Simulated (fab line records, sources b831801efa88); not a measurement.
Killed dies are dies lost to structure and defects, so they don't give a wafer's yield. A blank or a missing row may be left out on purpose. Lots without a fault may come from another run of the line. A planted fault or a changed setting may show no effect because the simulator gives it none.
Split-lot experiment | flow gf180mcu | 5 lots, 27 wafers read, on a route of 602 steps

THE SPLIT
At GF_MIM_SPUTTER_09 (material TiN, target thk 35 nm, time 29.2 s), the setting time_s was moved away from the recipe's 29.2 s on 9 of the 27 wafers read, by -56.5% to +56.5%. The other wafers ran this setting at the recipe's value.

The reading is taken at the split's own step.

THE READING
TiN_of_MIM_SPUTTER_09.thk_nm (the simulator's own value, which no gauge read), in nm, at GF_MIM_SPUTTER_09 (material TiN, target thk 35 nm, time 29.2 s). The file gives no usual value for it. The 18 wafers here that ran the recipe average 34.98 nm, standard deviation 0.33 nm.

wafer  | tool, chamber at the split | time_s as run, s | against the recipe | TiN_of_MIM_SPUTTER_09.thk_nm, nm | against lot-mates on the recipe
L074.1 | pvd_sputter-01, -          | 45.69            | +56.5%             | 55.27                            | +20.38
L074.2 | pvd_sputter-01, -          | 45.69            | +56.5%             | 54.75                            | +19.86
L074.3 | pvd_sputter-01, -          | 29.2             | recipe             | 34.55                            | -
L074.4 | pvd_sputter-01, -          | 29.2             | recipe             | 35.37                            | -
L074.5 | pvd_sputter-01, -          | 45.69            | +56.5%             | 54.41                            | +19.52
L074.6 | pvd_sputter-01, -          | 29.2             | recipe             | 34.76                            | -
L077.1 | pvd_sputter-02, -          | 20.15            | -31.0%             | 24.08                            | -10.62
L077.2 | pvd_sputter-02, -          | 29.2             | recipe             | 34.7                             | -
L077.3 | pvd_sputter-02, -          | 29.2             | recipe             | 34.87                            | -
L077.4 | pvd_sputter-02, -          | 29.2             | recipe             | 34.54                            | -
L077.5 | pvd_sputter-02, -          | 20.15            | -31.0%             | 23.48                            | -11.22
L077.6 | pvd_sputter-02, -          | 20.15            | -31.0%             | 23.91                            | -10.79
L080.1 | pvd_sputter-01, -          | 29.2             | recipe             | 34.87                            | -
L080.2 | pvd_sputter-01, -          | 29.2             | recipe             | 35.61                            | -
L080.3 | pvd_sputter-01, -          | 29.2             | recipe             | 35.19                            | -
L080.4 | pvd_sputter-01, -          | 29.2             | recipe             | 34.57                            | -
L080.5 | pvd_sputter-01, -          | 29.2             | recipe             | 35.14                            | -
L080.6 | pvd_sputter-01, -          | 29.2             | recipe             | 35.56                            | -
L082.1 | pvd_sputter-04, -          | 29.2             | recipe             | 35.31                            | -
L082.2 | pvd_sputter-04, -          | 12.7             | -56.5%             | 15.51                            | -19.49
L082.4 | pvd_sputter-04, -          | 12.7             | -56.5%             | 15.51                            | -19.49
L082.3 | pvd_sputter-04, -          | 12.7             | -56.5%             | 15.04                            | -19.96
L082.5 | pvd_sputter-04, -          | 29.2             | recipe             | 35.05                            | -
L082.6 | pvd_sputter-04, -          | 29.2             | recipe             | 34.65                            | -
L083.2 | pvd_sputter-02, -          | 29.2             | recipe             | 35.13                            | -
L083.3 | pvd_sputter-02, -          | 29.2             | recipe             | 34.73                            | -
L083.4 | pvd_sputter-02, -          | 29.2             | recipe             | 35.06                            | -

THE FIT
A straight line over all 27 wafers: TiN_of_MIM_SPUTTER_09.thk_nm changes by +0.351 nm for each +1% of time_s; r = +1.00; the points scatter about the line by 0.35 nm.
The same after taking each lot's own level away (the mean of its wafers on the recipe; 27 wafers): +0.35 nm for each +1%; r = +1.00; scatter 0.31 nm.
On that fit, the largest move of time_s shifts the reading by 20 nm.
The lots' own levels span 34.703 to 35.157 nm, that is 1.4 times the standard deviation above.
So the lot-to-lot level changes the slope little: the two slopes agree.
Check: with one of the wafers moved furthest among these (-56.5%) left out of the fit, the line predicts -19.8 nm for it against its lot-mates. It came out at -19.5 nm against them.

OTHER SPLITS ON THESE WAFERS
These wafers also went through other splits before the reading. Each is held against what the fit with the lots' levels taken away leaves over:
other split on the same wafers   | wafers away from the commonest value | r with TiN_of_MIM_SPUTTER_09.thk_nm (lot level and that fit taken away)
GF_STI_OXIDATION_01 ox_time_s    | 18                                   | +0.03
GF_SAB_DEVELOP_08 develop_time_s | 9                                    | +0.08
GF_M3_SPUTTER_04 time_s          | 9                                    | +0.14
GF_M4_SPUTTER_03 time_s          | 9                                    | -0.07
GF_MIM_SPUTTER_08 time_s         | 12                                   | -0.34

THE FILE'S OWN FIT
TiN_of_MIM_SPUTTER_09.thk_nm changes by +0.35 nm for each +1% of time_s, r = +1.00.
